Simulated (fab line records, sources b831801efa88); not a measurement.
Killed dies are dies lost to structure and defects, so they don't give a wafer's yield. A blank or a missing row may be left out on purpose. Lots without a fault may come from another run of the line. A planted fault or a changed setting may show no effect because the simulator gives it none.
Problem report in the 8D (eight disciplines) form, filled by code | flow sfq_line | the parts of the form that need people (team, actions taken, sign-off) are left out

1. THE PROBLEM
spin_speed_rpm at SFQ_TRILAYER_JJ_CE_LITHO_COAT_119 reads a mean of 2891.2 rpm on 6 wafers of 2 lots; wafers without a fault read 2999.8 rpm with a standard deviation of 1.8. That is -60 standard deviations from the usual mean.
The step: resist thk 62 nm.
First seen on wafer L120.2, day 42 03:10, on litho_track-04. The record holds 18 wafers of 6 lots with a number at this step. Rule for "out", or "out of limits": more than 4 standard deviations from the usual mean. The other wafers with a number count as sound.

2. WHAT IT IS AND WHAT IT IS NOT
question                    | is                     | is not
which readings at this step | spin_speed_rpm         | -
which lots                  | L120, L121             | L111, L122, L130, L132
which wafers of those lots  | all that have a number | -
read on which tools         | litho_track-04         | litho_track-03
when                        | from day 42 03:10      | up to then (3 sound wafers); but 9 sound wafers of L122, L130, L132 came after

3. SUSPECTS, AND WHAT RULES EACH OUT
Counting: a tool at a process step up to the reading stays a suspect if it ran every lot that is out and no sound lot after the first of them.
- litho_track-04 at SFQ_TRILAYER_JJ_CE_LITHO_COAT_119 (resist thk 62 nm): ruled out as a lasting fault. Sound lots L130 ran on it after its first lot that is out, L120 (day 42 03:10).
Left after counting: nothing in the record.

4. THE CAUSE (what the simulator had put in)
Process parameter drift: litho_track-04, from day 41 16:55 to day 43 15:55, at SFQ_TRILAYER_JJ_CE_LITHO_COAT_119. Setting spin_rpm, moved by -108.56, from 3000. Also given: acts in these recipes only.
Counting ruled it out, wrongly.

5. THE CHAIN OF EFFECTS, in route order
Each row: a reading whose mean over the struck wafers that have a number lies more than 3 standard deviations from the usual. Only readings for which the record gives a usual standard deviation are gone through. hours: the time from each lot's start at the first step in this table that gives one to its start at this step, as a median over the lots. sigmas: the change in usual standard deviations.
hours | step                              | reading        | usual      | on struck wafers | change | sigmas
0     | SFQ_TRILAYER_JJ_CE_LITHO_COAT_119 | spin_speed_rpm | 2999.8 rpm | 2891.2           | -108.6 | -60
The process steps in it:
- SFQ_TRILAYER_JJ_CE_LITHO_COAT_119: resist thk 62 nm.
Later measuring or inspecting steps at which every struck wafer that the step has a row for has a number for every such reading, and none has moved that far: SFQ_JJ_OVL_MEAS_931.

6. WHAT WOULD HAVE CAUGHT IT SOONER
In this record the first reading out of limits was taken at day 42 03:10, 10 hours after the fault began at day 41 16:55.
